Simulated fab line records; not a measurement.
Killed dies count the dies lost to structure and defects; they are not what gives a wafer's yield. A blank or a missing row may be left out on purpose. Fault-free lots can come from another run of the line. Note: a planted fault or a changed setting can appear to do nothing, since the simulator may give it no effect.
Which tool is to blame? / flow sky130 / 13 lots, 39 wafers sampled, at 4 steps of a route of 708

== WHAT EACH GAUGE READ, for each wafer ==
SKY_VT_ADJUST_HVTR_CD_MEAS_07 targets a cd of 380 nm. Usual: 379.2 nm for cd_nm, sd 2.7.
lot=L819; measured=day 9 05:00; on=cd_sem-01; cd_nm (nm)=380.2 380.1 378.4; flag=
lot=L820; measured=day 9 15:59; on=cd_sem-01; cd_nm (nm)=374.1 372.9 373.4; flag=
lot=L828; measured=day 12 18:08; on=cd_sem-01; cd_nm (nm)=391.9 391.8 392.4 392.1 392.1 392.6; flag=OFF
lot=L830; measured=day 13 07:15; on=cd_sem-01; cd_nm (nm)=378.2 378.7 379.7; flag=
lot=L831; measured=day 13 06:05; on=cd_sem-01; cd_nm (nm)=394.6 394.4 395.7 394.8 394.9 395.5; flag=OFF
lot=L833; measured=day 13 16:45; on=cd_sem-02; cd_nm (nm)=379.7 378.8 379.0; flag=
lot=L834; measured=day 14 03:09; on=cd_sem-02; cd_nm (nm)=377.9 377.9 377.0; flag=
lot=L835; measured=day 14 11:35; on=cd_sem-02; cd_nm (nm)=378.6 380.0 378.0; flag=
lot=L837; measured=day 14 21:01; on=cd_sem-02; cd_nm (nm)=378.9 379.5 382.8; flag=
lot=L838; measured=day 15 12:00; on=cd_sem-02; cd_nm (nm)=375.7 375.3 375.0; flag=
lot=L839; measured=day 15 17:49; on=cd_sem-02; cd_nm (nm)=380.1 383.3 381.3; flag=
lot=L840; measured=day 16 00:50; on=cd_sem-02; cd_nm (nm)=376.7 379.0 376.7; flag=
lot=L841; measured=day 16 06:12; on=cd_sem-01; cd_nm (nm)=382.6 381.2 381.3; flag=

SKY_CONTACT_OVL_MEAS_15. Usual: CONTACT_OVL -1 nm, standard deviation 5.8.
lot=L819; measured=day 31 04:28; on=overlay-01; CONTACT_OVL (nm)=-4 -5 -1; flag=
lot=L820; measured=day 32 00:32; on=overlay-01; CONTACT_OVL (nm)=-10 -11 -10; flag=
lot=L828; measured=day 35 12:10; on=overlay-01; CONTACT_OVL (nm)=-5 -4 1; flag=
lot=L830; measured=day 35 21:53; on=overlay-02; CONTACT_OVL (nm)=-4 -5 -8; flag=
lot=L831; measured=day 35 21:40; on=overlay-01; CONTACT_OVL (nm)=-5 11 -6; flag=
lot=L833; measured=day 36 01:49; on=overlay-01; CONTACT_OVL (nm)=-6 -3 2; flag=
lot=L834; measured=day 36 13:31; on=overlay-02; CONTACT_OVL (nm)=-3 4 -2; flag=
lot=L835; measured=day 36 16:32; on=overlay-02; CONTACT_OVL (nm)=5 0 -2; flag=
lot=L837; measured=day 37 03:42; on=overlay-02; CONTACT_OVL (nm)=8 0 3; flag=
lot=L838; measured=day 37 21:08; on=overlay-02; CONTACT_OVL (nm)=-3 -2 4; flag=
lot=L839; measured=day 38 00:53; on=overlay-01; CONTACT_OVL (nm)=-9 -3 1; flag=
lot=L840; measured=day 38 07:37; on=overlay-01; CONTACT_OVL (nm)=-3 -1 -2; flag=
lot=L841; measured=day 38 16:05; on=overlay-01; CONTACT_OVL (nm)=6 2 6; flag=

== WHICH TOOL RAN EACH LOT (tool, then ch and the chambers of the sampled wafers, then the start) ==
lot=L819; SKY_FIELD_ISO_CMP_27=cmp-02 ch 1,2,3, day 2 08:10; SKY_VT_ADJUST_HVTR_DEVELOP_06=litho_track-04 ch 0, day 9 04:51
lot=L820; SKY_FIELD_ISO_CMP_27=cmp-01 ch 1,2,3, day 2 14:01; SKY_VT_ADJUST_HVTR_DEVELOP_06=litho_track-03 ch 0, day 9 15:50
lot=L828; SKY_FIELD_ISO_CMP_27=cmp-01 ch 2,3, day 4 16:00; SKY_VT_ADJUST_HVTR_DEVELOP_06=litho_track-03 ch 0, day 12 17:59
lot=L830; SKY_FIELD_ISO_CMP_27=cmp-01 ch 0,1,3, day 5 01:55; SKY_VT_ADJUST_HVTR_DEVELOP_06=litho_track-04 ch 0, day 13 07:06
lot=L831; SKY_FIELD_ISO_CMP_27=cmp-02 ch 1,2,3, day 5 02:04; SKY_VT_ADJUST_HVTR_DEVELOP_06=litho_track-03 ch 0, day 13 05:58
lot=L833; SKY_FIELD_ISO_CMP_27=cmp-02 ch 0,1,3, day 5 09:56; SKY_VT_ADJUST_HVTR_DEVELOP_06=litho_track-02 ch 0, day 13 16:37
lot=L834; SKY_FIELD_ISO_CMP_27=cmp-02 ch 0,1,2, day 5 16:59; SKY_VT_ADJUST_HVTR_DEVELOP_06=litho_track-04 ch 0, day 14 03:00
lot=L835; SKY_FIELD_ISO_CMP_27=cmp-02 ch 1,2,3, day 5 23:33; SKY_VT_ADJUST_HVTR_DEVELOP_06=litho_track-02 ch 0, day 14 11:26
lot=L837; SKY_FIELD_ISO_CMP_27=cmp-02 ch 0,1,3, day 6 07:16; SKY_VT_ADJUST_HVTR_DEVELOP_06=litho_track-02 ch 0, day 14 20:46
lot=L838; SKY_FIELD_ISO_CMP_27=cmp-02 ch 1,2, day 6 15:26; SKY_VT_ADJUST_HVTR_DEVELOP_06=litho_track-04 ch 0, day 15 11:51
lot=L839; SKY_FIELD_ISO_CMP_27=cmp-01 ch 1,2, day 6 21:01; SKY_VT_ADJUST_HVTR_DEVELOP_06=litho_track-03 ch 0, day 15 17:41
lot=L840; SKY_FIELD_ISO_CMP_27=cmp-01 ch 0,2,3, day 7 00:35; SKY_VT_ADJUST_HVTR_DEVELOP_06=litho_track-02 ch 0, day 16 00:37
lot=L841; SKY_FIELD_ISO_CMP_27=cmp-01 ch 0,2,3, day 7 06:14; SKY_VT_ADJUST_HVTR_DEVELOP_06=litho_track-03 ch 0, day 16 06:04
- SKY_FIELD_ISO_CMP_27: polishes, stops on Si3N4, t overpolish 16 s, target thk 457.8 nm.
- SKY_VT_ADJUST_HVTR_DEVELOP_06: develop time 60 s.

== WHAT THE TOOLS THEMSELVES READ (means of the sampled wafers that have a number; where no wafer has one, the mark that the record gives instead) ==
SKY_FIELD_ISO_CMP_27. Usual: motor_current_A 12.4 A, standard deviation 1.2; overpolish_run_s 16.000 s, standard deviation 0.0083; slurry_flow_ml_min 150.0, standard deviation 0.46; time_to_endpoint_s 110 s, standard deviation 4.4.
lot=L819; tool=cmp-02; motor_current_A (A)=12.1; overpolish_run_s (s)=16.008; slurry_flow_ml_min=150.0; time_to_endpoint_s (s)=116; flag=
lot=L820; tool=cmp-01; motor_current_A (A)=13.4; overpolish_run_s (s)=15.996; slurry_flow_ml_min=149.9; time_to_endpoint_s (s)=110; flag=
lot=L828; tool=cmp-01; motor_current_A (A)=13.7; overpolish_run_s (s)=15.997; slurry_flow_ml_min=150.1; time_to_endpoint_s (s)=109; flag=
lot=L830; tool=cmp-01; motor_current_A (A)=13.0; overpolish_run_s (s)=16.000; slurry_flow_ml_min=149.6; time_to_endpoint_s (s)=109; flag=
lot=L831; tool=cmp-02; motor_current_A (A)=12.0; overpolish_run_s (s)=16.003; slurry_flow_ml_min=149.9; time_to_endpoint_s (s)=114; flag=
lot=L833; tool=cmp-02; motor_current_A (A)=11.9; overpolish_run_s (s)=16.003; slurry_flow_ml_min=149.6; time_to_endpoint_s (s)=111; flag=
lot=L834; tool=cmp-02; motor_current_A (A)=11.3; overpolish_run_s (s)=16.000; slurry_flow_ml_min=150.2; time_to_endpoint_s (s)=113; flag=
lot=L835; tool=cmp-02; motor_current_A (A)=12.2; overpolish_run_s (s)=16.003; slurry_flow_ml_min=150.1; time_to_endpoint_s (s)=112; flag=
lot=L837; tool=cmp-02; motor_current_A (A)=11.9; overpolish_run_s (s)=16.000; slurry_flow_ml_min=149.9; time_to_endpoint_s (s)=107; flag=
lot=L838; tool=cmp-02; motor_current_A (A)=10.9; overpolish_run_s (s)=15.996; slurry_flow_ml_min=150.4; time_to_endpoint_s (s)=112; flag=
lot=L839; tool=cmp-01; motor_current_A (A)=13.6; overpolish_run_s (s)=16.000; slurry_flow_ml_min=149.1; time_to_endpoint_s (s)=112; flag=
lot=L840; tool=cmp-01; motor_current_A (A)=13.2; overpolish_run_s (s)=15.996; slurry_flow_ml_min=149.7; time_to_endpoint_s (s)=112; flag=
lot=L841; tool=cmp-01; motor_current_A (A)=13.0; overpolish_run_s (s)=15.990; slurry_flow_ml_min=149.7; time_to_endpoint_s (s)=115; flag=

== THE ANSWER, worked out from the rows above alone ==
Rule: lot off if the mean of its wafers having a number is beyond 3 standard deviations from the usual mean. Also off: a lot with no number at a reading for which 4 or more lots have one. Any other lot the step has rows for is counted as sound. Order of review: gauges by route order, followed by the tools' own readings, for which a lot's mean as printed above is used. At the first step where some lot is off, the reading lying furthest off is the one used; lots without a number count as furthest.
Off at SKY_VT_ADJUST_HVTR_CD_MEAS_07 (cd_nm): L828, L831.
If a tool, at a process step before that reading, ran all the lots that are off and no sound lot after the first of them, it fits. Gauges at SKY_VT_ADJUST_HVTR_CD_MEAS_07: tried the same way as those tools. No candidate that was tried fits.

== WHAT THE SIMULATOR PUT IN ==
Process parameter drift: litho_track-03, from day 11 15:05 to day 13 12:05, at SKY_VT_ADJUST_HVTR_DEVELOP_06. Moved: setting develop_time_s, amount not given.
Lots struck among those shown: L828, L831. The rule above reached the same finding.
